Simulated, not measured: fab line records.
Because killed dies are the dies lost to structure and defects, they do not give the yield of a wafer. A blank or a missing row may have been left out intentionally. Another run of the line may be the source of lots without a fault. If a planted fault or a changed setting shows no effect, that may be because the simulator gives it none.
Matching of chambers    flow gf180mcu    GF_V3_CMP_04 on cmp-02 has 4 sister chambers
The step polishes SiO2. 8 wafers are shown with their chamber, then 7 later ones without.

== WAFERS, EACH WITH ITS CHAMBER ==
wafer   chamber  motor-current-A (A)  time-to-endpoint-s (s)
L079.2  1        11.4                 80
L085.4  0        12.2                 84
L085.6  2        11.0                 86
L086.1  3        11.4                 84
L086.3  1        12.0                 83
L086.4  0        13.0                 83
L087.1  3        11.4                 87
L087.3  2        10.3                 85

== WAFERS WITHOUT THEIR CHAMBER ==
wafer   motor-current-A (A)  time-to-endpoint-s (s)
L087.6  12.1                 88
L093.2  11.6                 83
L093.5  11.7                 87
L093.6  11.9                 84
L097.2  10.9                 81
L097.3  10.5                 80
L097.6  10.4                 83

== WHICH CHAMBER EACH WENT THROUGH ==
wafer   from the rows above                in truth
L087.6  can't be placed: 3 or 0 or 2 or 1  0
L093.2  can't be placed: 1 or 3 or 0 or 2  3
L093.5  can't be placed: 3 or 2 or 0       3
L093.6  can't be placed: 3 or 1 or 0 or 2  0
L097.2  can't be placed: 1 or 2 or 3       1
L097.3  can't be placed: 1 or 2 or 3       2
L097.6  can't be placed: 2 or 3 or 1       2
0 of 7 placed correctly. From these rows, 7 cannot be placed; in 7 the true chamber is one of the candidates. Number placed wrongly: 0.
How it was worked out, from the rows above alone: a wafer's distance from a chamber is the root of the sum, over the readings, of the square of ((its reading less the chamber's mean) divided by the reading's scatter). If the next closest chamber is less than 2 further off than the closest, the wafer can't be placed; otherwise it belongs to the closest. For every chamber, the mean is computed from those of its wafers that are shown. The scatter: the root of (the sum of the squares of (reading less its chamber's mean) over the shown wafers, divided by (wafers less chambers)).
